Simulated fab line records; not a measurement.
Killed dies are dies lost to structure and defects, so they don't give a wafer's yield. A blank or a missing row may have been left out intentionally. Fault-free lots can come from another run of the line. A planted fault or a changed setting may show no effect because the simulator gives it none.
The tool behind it: which one? || flow sky130 || 14 lots, 42 wafers sampled, at 5 steps of a route of 708

== WHAT THE GAUGES READ, wafer by wafer ==
SKY_VIA2_OVL_MEAS_13.
{"lot": "L167", "measured": "day 36 02:55", "on": "overlay-02", "VIA2_OVL (nm)": "7 10 8"}
{"lot": "L169", "measured": "day 37 10:22", "on": "overlay-02", "VIA2_OVL (nm)": "11 8 8"}
{"lot": "L171", "measured": "day 37 17:58", "on": "overlay-01", "VIA2_OVL (nm)": "10 7 12"}
{"lot": "L172", "measured": "day 37 23:59", "on": "overlay-01", "VIA2_OVL (nm)": "9 8 5"}
{"lot": "L173", "measured": "day 38 09:40", "on": "overlay-01", "VIA2_OVL (nm)": "0 4 5"}
{"lot": "L175", "measured": "day 38 18:37", "on": "overlay-01", "VIA2_OVL (nm)": "-7 5 1"}
{"lot": "L176", "measured": "day 39 03:42", "on": "overlay-01", "VIA2_OVL (nm)": "9 6 9"}
{"lot": "L177", "measured": "day 39 23:42", "on": "overlay-02", "VIA2_OVL (nm)": "14 10 10"}
{"lot": "L178", "measured": "day 40 00:34", "on": "overlay-02", "VIA2_OVL (nm)": "5 13 7"}
{"lot": "L186", "measured": "day 42 11:02", "on": "overlay-01", "VIA2_OVL (nm)": "-4 -2 4"}
{"lot": "L187", "measured": "day 42 12:02", "on": "overlay-01", "VIA2_OVL (nm)": "7 7 10"}
{"lot": "L188", "measured": "day 42 18:13", "on": "overlay-01", "VIA2_OVL (nm)": "7 2 3"}
{"lot": "L189", "measured": "day 42 22:25", "on": "overlay-01", "VIA2_OVL (nm)": "5 6 8"}
{"lot": "L190", "measured": "day 43 08:22", "on": "overlay-01", "VIA2_OVL (nm)": "-5 4 -7"}

SKY_CAPM_OVL_MEAS_12.
{"lot": "L167", "measured": "day 37 07:04", "on": "overlay-01", "CAPM_OVL (nm)": "-0.5 -2.0 0.0"}
{"lot": "L169", "measured": "day 38 13:21", "on": "overlay-02", "CAPM_OVL (nm)": "2.1 0.0 2.2"}
{"lot": "L171", "measured": "day 38 21:44", "on": "overlay-02", "CAPM_OVL (nm)": "1.5 0.5 0.9"}
{"lot": "L172", "measured": "day 39 02:04", "on": "overlay-02", "CAPM_OVL (nm)": "0.2 1.0 0.7"}
{"lot": "L173", "measured": "day 39 12:38", "on": "overlay-01", "CAPM_OVL (nm)": "1.0 -0.4 0.2"}
{"lot": "L175", "measured": "day 39 20:55", "on": "overlay-01", "CAPM_OVL (nm)": "0.9 -1.0 -2.2"}
{"lot": "L176", "measured": "day 40 05:59", "on": "overlay-02", "CAPM_OVL (nm)": "-0.9 1.3 -0.6"}
{"lot": "L177", "measured": "day 41 01:20", "on": "overlay-01", "CAPM_OVL (nm)": "1.2 0.7 2.0"}
{"lot": "L178", "measured": "day 41 02:44", "on": "overlay-02", "CAPM_OVL (nm)": "0.3 0.8 1.2"}
{"lot": "L186", "measured": "day 43 11:37", "on": "overlay-02", "CAPM_OVL (nm)": "-0.2 -0.5 -1.1"}
{"lot": "L187", "measured": "day 43 12:41", "on": "overlay-02", "CAPM_OVL (nm)": "-0.3 1.9 0.3"}
{"lot": "L188", "measured": "day 43 18:25", "on": "overlay-02", "CAPM_OVL (nm)": "-0.4 1.7 1.5"}
{"lot": "L189", "measured": "day 43 22:26", "on": "overlay-01", "CAPM_OVL (nm)": "1.6 4.0 2.0"}
{"lot": "L190", "measured": "day 44 08:32", "on": "overlay-02", "CAPM_OVL (nm)": "3.2 2.9 3.1"}

SKY_PAD_OPEN_BOW_MEAS_13.
{"lot": "L167", "measured": "day 45 15:21", "on": "film-metro-02", "PAD_OPEN_BOW (um)": "34 41 41"}
{"lot": "L169", "measured": "day 46 14:25", "on": "film-metro-01", "PAD_OPEN_BOW (um)": "39 55 34"}
{"lot": "L171", "measured": "day 47 00:11", "on": "film-metro-02", "PAD_OPEN_BOW (um)": "46 43 41"}
{"lot": "L172", "measured": "day 47 01:14", "on": "film-metro-02", "PAD_OPEN_BOW (um)": "52 46 45"}
{"lot": "L173", "measured": "day 47 10:07", "on": "film-metro-02", "PAD_OPEN_BOW (um)": "60 62 47"}
{"lot": "L175", "measured": "day 47 17:18", "on": "film-metro-01", "PAD_OPEN_BOW (um)": "33 40 32"}
{"lot": "L176", "measured": "day 48 02:29", "on": "film-metro-03", "PAD_OPEN_BOW (um)": "52 45 59"}
{"lot": "L177", "measured": "day 48 16:05", "on": "film-metro-01", "PAD_OPEN_BOW (um)": "59 40 43"}
{"lot": "L178", "measured": "day 48 20:03", "on": "film-metro-02", "PAD_OPEN_BOW (um)": "44 49 36"}
{"lot": "L188", "measured": "day 50 17:53", "on": "film-metro-03", "PAD_OPEN_BOW (um)": "50 45 49"}
{"lot": "L189", "measured": "day 50 21:18", "on": "film-metro-01", "PAD_OPEN_BOW (um)": "68 51 42"}
{"lot": "L190", "measured": "day 51 03:56", "on": "film-metro-03", "PAD_OPEN_BOW (um)": "47 55 60"}

== WHICH TOOL RAN EACH LOT (tool, then ch and the chambers of the sampled wafers, then the start) ==
{"lot": "L167", "SKY_PASSIVATION_ETCH_11": "rie-diel-01 ch 0,1,3, day 44 15:24", "SKY_PASSIVATION_STRIP_12": "plasma-asher-04 ch 1, day 44 15:30"}
{"lot": "L169", "SKY_PASSIVATION_ETCH_11": "rie-diel-04 ch 0,1,3, day 45 15:37", "SKY_PASSIVATION_STRIP_12": "plasma-asher-03 ch 0,1, day 45 15:46"}
{"lot": "L171", "SKY_PASSIVATION_ETCH_11": "rie-diel-01 ch 1,2,3, day 46 01:13", "SKY_PASSIVATION_STRIP_12": "plasma-asher-02 ch 0,1, day 46 01:22"}
{"lot": "L172", "SKY_PASSIVATION_ETCH_11": "rie-diel-01 ch 0,1,3, day 46 02:06", "SKY_PASSIVATION_STRIP_12": "plasma-asher-02 ch 0,1, day 46 02:12"}
{"lot": "L173", "SKY_PASSIVATION_ETCH_11": "rie-diel-04 ch 0,2, day 46 11:15", "SKY_PASSIVATION_STRIP_12": "plasma-asher-02 ch 0,1, day 46 11:21"}
{"lot": "L175", "SKY_PASSIVATION_ETCH_11": "rie-diel-01 ch 0,1,3, day 46 18:27", "SKY_PASSIVATION_STRIP_12": "plasma-asher-03 ch 0,1, day 46 18:34"}
{"lot": "L176", "SKY_PASSIVATION_ETCH_11": "rie-diel-02 ch 1,2,3, day 47 03:47", "SKY_PASSIVATION_STRIP_12": "plasma-asher-02 ch 0,1, day 47 03:53"}
{"lot": "L177", "SKY_PASSIVATION_ETCH_11": "rie-diel-04 ch 1,2,3, day 47 19:12", "SKY_PASSIVATION_STRIP_12": "plasma-asher-04 ch 0,1, day 47 19:19"}
{"lot": "L178", "SKY_PASSIVATION_ETCH_11": "rie-diel-04 ch 0,1,3, day 47 22:54", "SKY_PASSIVATION_STRIP_12": "plasma-asher-02 ch 0,1, day 47 23:02"}
{"lot": "L186", "SKY_PASSIVATION_ETCH_11": "rie-diel-02 ch 1,3, day 49 18:54", "SKY_PASSIVATION_STRIP_12": "plasma-asher-02 ch 0,1, day 49 19:01"}
{"lot": "L187", "SKY_PASSIVATION_ETCH_11": "rie-diel-01 ch 0,1, day 49 19:14", "SKY_PASSIVATION_STRIP_12": "plasma-asher-03 ch 0,1, day 49 19:23"}
{"lot": "L188", "SKY_PASSIVATION_ETCH_11": "rie-diel-04 ch 0,2, day 49 23:05", "SKY_PASSIVATION_STRIP_12": "plasma-asher-04 ch 0,1, day 49 23:11"}
{"lot": "L189", "SKY_PASSIVATION_ETCH_11": "rie-diel-01 ch 1,2, day 50 02:41", "SKY_PASSIVATION_STRIP_12": "plasma-asher-04 ch 0,1, day 50 02:47"}
{"lot": "L190", "SKY_PASSIVATION_ETCH_11": "rie-diel-04 ch 0,1,3, day 50 10:39", "SKY_PASSIVATION_STRIP_12": "plasma-asher-04 ch 0,1, day 50 10:46"}
- SKY_PASSIVATION_ETCH_11: etches the open film in CF4/O2, stops on AlCu, target depth 725 nm, time 161.1 s.
- SKY_PASSIVATION_STRIP_12: strips in O2/N2.

== WHAT THE TOOLS THEMSELVES READ (means of the sampled wafers that have a number; where no wafer has one, the mark that the record gives instead) ==
SKY_PASSIVATION_ETCH_11.
{"lot": "L167", "tool": "rie-diel-01", "O2_flow_sccm (sccm)": 9.99, "bias-w (W)": 149.8, "drypump-motor-current-A (A)": 5.2, "oes-product-au (a.u.)": 0.976, "throttle-valve-pct (%)": 5.954}
{"lot": "L169", "tool": "rie-diel-04", "O2_flow_sccm (sccm)": 10.00, "bias-w (W)": 149.8, "drypump-motor-current-A (A)": 5.9, "oes-product-au (a.u.)": 0.983, "throttle-valve-pct (%)": 5.963}
{"lot": "L171", "tool": "rie-diel-01", "O2_flow_sccm (sccm)": 10.00, "bias-w (W)": 150.1, "drypump-motor-current-A (A)": 5.3, "oes-product-au (a.u.)": 0.979, "throttle-valve-pct (%)": 5.976}
{"lot": "L172", "tool": "rie-diel-01", "O2_flow_sccm (sccm)": 9.96, "bias-w (W)": 149.6, "drypump-motor-current-A (A)": 5.2, "oes-product-au (a.u.)": 0.983, "throttle-valve-pct (%)": 5.960}
{"lot": "L173", "tool": "rie-diel-04", "O2_flow_sccm (sccm)": 10.02, "bias-w (W)": 150.1, "drypump-motor-current-A (A)": 5.5, "oes-product-au (a.u.)": 0.978, "throttle-valve-pct (%)": 5.968}
{"lot": "L175", "tool": "rie-diel-01", "O2_flow_sccm (sccm)": 9.99, "bias-w (W)": 150.1, "drypump-motor-current-A (A)": 5.2, "oes-product-au (a.u.)": 0.978, "throttle-valve-pct (%)": 5.975}
{"lot": "L176", "tool": "rie-diel-02", "O2_flow_sccm (sccm)": 10.03, "bias-w (W)": 150.5, "drypump-motor-current-A (A)": 5.8, "oes-product-au (a.u.)": 0.973, "throttle-valve-pct (%)": 5.959}
{"lot": "L177", "tool": "rie-diel-04", "O2_flow_sccm (sccm)": 10.03, "bias-w (W)": 149.7, "drypump-motor-current-A (A)": 6.1, "oes-product-au (a.u.)": 0.977, "throttle-valve-pct (%)": 5.973}
{"lot": "L178", "tool": "rie-diel-04", "O2_flow_sccm (sccm)": 10.01, "bias-w (W)": 149.5, "drypump-motor-current-A (A)": 5.9, "oes-product-au (a.u.)": 0.977, "throttle-valve-pct (%)": 5.959}
{"lot": "L186", "tool": "rie-diel-02", "O2_flow_sccm (sccm)": "-", "bias-w (W)": "-", "drypump-motor-current-A (A)": "-", "oes-product-au (a.u.)": "-", "throttle-valve-pct (%)": "-"}
{"lot": "L187", "tool": "rie-diel-01", "O2_flow_sccm (sccm)": "-", "bias-w (W)": "-", "drypump-motor-current-A (A)": "-", "oes-product-au (a.u.)": "-", "throttle-valve-pct (%)": "-"}
{"lot": "L188", "tool": "rie-diel-04", "O2_flow_sccm (sccm)": 10.00, "bias-w (W)": 150.0, "drypump-motor-current-A (A)": 5.2, "oes-product-au (a.u.)": 0.978, "throttle-valve-pct (%)": 5.970}
{"lot": "L189", "tool": "rie-diel-01", "O2_flow_sccm (sccm)": 10.00, "bias-w (W)": 150.6, "drypump-motor-current-A (A)": 5.4, "oes-product-au (a.u.)": 0.981, "throttle-valve-pct (%)": 5.969}
{"lot": "L190", "tool": "rie-diel-04", "O2_flow_sccm (sccm)": 10.00, "bias-w (W)": 150.0, "drypump-motor-current-A (A)": 5.9, "oes-product-au (a.u.)": 0.983, "throttle-valve-pct (%)": 5.972}

SKY_PASSIVATION_STRIP_12.
{"lot": "L167", "tool": "plasma-asher-04", "drypump-motor-current-A (A)": 5.1, "oes-product-au (a.u.)": 0.656, "strip-time-to-endpoint-s (s)": 31.36}
{"lot": "L169", "tool": "plasma-asher-03", "drypump-motor-current-A (A)": 5.6, "oes-product-au (a.u.)": 0.663, "strip-time-to-endpoint-s (s)": 31.50}
{"lot": "L171", "tool": "plasma-asher-02", "drypump-motor-current-A (A)": 6.3, "oes-product-au (a.u.)": 0.660, "strip-time-to-endpoint-s (s)": 31.62}
{"lot": "L172", "tool": "plasma-asher-02", "drypump-motor-current-A (A)": 6.3, "oes-product-au (a.u.)": 0.659, "strip-time-to-endpoint-s (s)": 31.48}
{"lot": "L173", "tool": "plasma-asher-02", "drypump-motor-current-A (A)": 6.4, "oes-product-au (a.u.)": 0.662, "strip-time-to-endpoint-s (s)": 31.54}
{"lot": "L175", "tool": "plasma-asher-03", "drypump-motor-current-A (A)": 5.5, "oes-product-au (a.u.)": 0.659, "strip-time-to-endpoint-s (s)": 31.60}
{"lot": "L176", "tool": "plasma-asher-02", "drypump-motor-current-A (A)": 6.4, "oes-product-au (a.u.)": 0.661, "strip-time-to-endpoint-s (s)": 31.74}
{"lot": "L177", "tool": "plasma-asher-04", "drypump-motor-current-A (A)": 5.1, "oes-product-au (a.u.)": 0.660, "strip-time-to-endpoint-s (s)": 31.64}
{"lot": "L178", "tool": "plasma-asher-02", "drypump-motor-current-A (A)": 6.4, "oes-product-au (a.u.)": 0.663, "strip-time-to-endpoint-s (s)": 31.75}
{"lot": "L186", "tool": "plasma-asher-02", "drypump-motor-current-A (A)": 6.4, "oes-product-au (a.u.)": 0.665, "strip-time-to-endpoint-s (s)": 36.82}
{"lot": "L187", "tool": "plasma-asher-03", "drypump-motor-current-A (A)": 5.5, "oes-product-au (a.u.)": 0.665, "strip-time-to-endpoint-s (s)": 37.06}
{"lot": "L188", "tool": "plasma-asher-04", "drypump-motor-current-A (A)": 5.1, "oes-product-au (a.u.)": 0.657, "strip-time-to-endpoint-s (s)": 31.65}
{"lot": "L189", "tool": "plasma-asher-04", "drypump-motor-current-A (A)": 5.1, "oes-product-au (a.u.)": 0.665, "strip-time-to-endpoint-s (s)": 31.55}
{"lot": "L190", "tool": "plasma-asher-04", "drypump-motor-current-A (A)": 5.1, "oes-product-au (a.u.)": 0.658, "strip-time-to-endpoint-s (s)": 31.55}

== THE ANSWER, worked out from the rows above alone ==
Rule: the usual values come from the lots themselves. The widest of any qualifying gaps counts: lots, ordered by their means at a reading, are off when they make up no more than a third of the lots, leave a main group of 4 or more, and stand apart from it by 3 or more times the standard deviation of that group's means. Not used: any main group whose means are identical at the precision the tables above print for the reading. A lot without any number at a reading at which 4 lots or more have one is off too. Any other lot the step has rows for is counted as sound. First the gauges in route order, then the tools' own readings, where a lot's mean is used as printed above. At the first step where some lot is off, the reading lying furthest off is the one used; lots without a number count as furthest.
Off: L186, L187, at SKY_PASSIVATION_ETCH_11 (O2_flow_sccm). Without a number there: L186, L187. Mean 10.00 sccm and standard deviation 0.018 in the main group.
A tool fits if, at that step or a process step before it, it ran every lot that is off, and no sound lot after the first of them. Of those tried, none fits.

== WHAT THE SIMULATOR HAD INSERTED ==
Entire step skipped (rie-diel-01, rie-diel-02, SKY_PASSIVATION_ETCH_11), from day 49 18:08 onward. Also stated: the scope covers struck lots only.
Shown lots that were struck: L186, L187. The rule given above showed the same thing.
